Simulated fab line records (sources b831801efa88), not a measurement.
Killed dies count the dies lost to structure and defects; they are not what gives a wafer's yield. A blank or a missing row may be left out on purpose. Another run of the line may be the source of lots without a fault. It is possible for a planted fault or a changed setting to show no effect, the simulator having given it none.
Which of the tools did it?    flow gf180mcu    36 wafers from 12 lots sampled at 3 of the route's 602 steps

== WHAT THE GAUGES SHOWED, per wafer ==
GF_TOP_METAL_CD_MEAS_14: target cd 440 nm. Usual: cdNm reads 440.4 nm (standard deviation 2.8).
lot   measured      on        cdNm (nm)          flag
L277  day 28 16:22  cdSem-01  447.6 445.5 445.9  
L279  day 29 04:11  cdSem-01  438.8 436.3 437.5  
L280  day 29 08:59  cdSem-02  438.2 435.9 437.7  
L282  day 29 15:16  cdSem-01  442.2 441.1 442.0  
L283  day 30 01:58  cdSem-01  442.4 441.3 443.5  
L284  day 30 08:16  cdSem-01  438.1 441.0 440.0  
L286  day 31 07:28  cdSem-01  436.8 438.8 438.4  
L287  day 31 11:32  cdSem-01  437.1 434.7 436.6  
L288  day 31 14:10  cdSem-01  440.8 441.4 443.2  
L289  day 31 20:50  cdSem-02  439.8 440.6 440.9  
L291  day 32 09:34  cdSem-01  442.4 442.8 443.1  
L298  day 33 23:52  cdSem-02  443.1 443.2 444.7  

GF_TOP_METAL_OVL_MEAS_15. Usual: for TOP_METAL_OVL the level is -1.6 nm and the standard deviation is 1.5.
lot   measured      on          TOP_METAL_OVL (nm)  flag
L277  day 28 16:27  overlay-01  -2.8 -1.7 -2.5      
L279  day 29 04:18  overlay-01  -4.3 -4.1 -2.4      
L280  day 29 09:06  overlay-01  0.4 1.2 0.1         
L282  day 29 15:22  overlay-01  -1.3 -2.0 -1.2      
L283  day 30 02:05  overlay-01  -0.5 -1.4 -0.8      
L284  day 30 08:22  overlay-01  -1.6 -2.5 -2.4      
L286  day 31 07:35  overlay-02  -0.8 1.0 -0.3       
L287  day 31 11:39  overlay-02  -2.3 -2.9 -2.4      
L288  day 31 14:17  overlay-01  0.5 -0.7 0.5        
L289  day 31 20:58  overlay-01  -1.9 -1.0 -1.0      
L291  day 32 09:40  overlay-01  0.1 -0.1 -1.2       
L298  day 33 23:59  overlay-01  -0.1 -0.6 -0.6      

== TOOL THAT RAN EACH LOT (tool first, then ch and the chambers of the sampled wafers, then the start) ==
lot   GF_TOP_METAL_SPUTTER_03
L277  pvdSputter-03, day 27 20:06
L279  pvdSputter-01, day 28 07:53
L280  pvdSputter-03, day 28 12:52
L282  pvdSputter-01, day 28 19:51
L283  pvdSputter-01, day 29 07:32
L284  pvdSputter-03, day 29 13:46
L286  pvdSputter-04, day 30 13:25
L287  pvdSputter-01, day 30 17:22
L288  pvdSputter-03, day 30 20:48
L289  pvdSputter-03, day 31 03:01
L291  pvdSputter-03, day 31 16:25
L298  pvdSputter-01, day 33 08:13
- GF_TOP_METAL_SPUTTER_03: material Ti, target thk 5 nm, time 3.3 s.

== WHAT THE TOOLS THEMSELVES READ (means of the sampled wafers that have a number; where no wafer has one, the mark that the record gives instead) ==
GF_TOP_METAL_SPUTTER_03. Usual: chamberPressurePa 0.2999 Pa, standard deviation 0.00061; throttleValvePct 30.5 %, standard deviation 0.81.
lot   tool           chamberPressurePa (Pa)  throttleValvePct (%)  flag
L277  pvdSputter-03  0.2997                  30.5                  
L279  pvdSputter-01  0.3002                  29.7                  
L280  pvdSputter-03  0.2993                  31.2                  
L282  pvdSputter-01  0.2995                  29.6                  
L283  pvdSputter-01  0.2999                  29.4                  
L284  pvdSputter-03  0.3008                  31.0                  
L286  pvdSputter-04  0.2996                  31.3                  
L287  pvdSputter-01  0.3002                  29.7                  
L288  pvdSputter-03  0.3000                  31.0                  
L289  pvdSputter-03  0.2995                  30.9                  
L291  pvdSputter-03  0.3001                  31.1                  
L298  pvdSputter-01  0.3007                  29.7                  

== THE ANSWER, worked out from the rows above alone ==
Rule: lot off if the mean of its wafers having a number is beyond 3 standard deviations from the usual mean. Also off: a lot with no number at a reading for which 4 or more lots have one. The other lots that the step has rows for count as sound. First the gauges in route order, then the tools' own readings, where a lot's mean is used as printed above. At the first step where some lot is off, the reading lying furthest off is the one used; lots without a number count as furthest.
No lot is off at any reading shown: from this, nothing can be told.

== WHAT WAS PUT IN BY THE SIMULATOR ==
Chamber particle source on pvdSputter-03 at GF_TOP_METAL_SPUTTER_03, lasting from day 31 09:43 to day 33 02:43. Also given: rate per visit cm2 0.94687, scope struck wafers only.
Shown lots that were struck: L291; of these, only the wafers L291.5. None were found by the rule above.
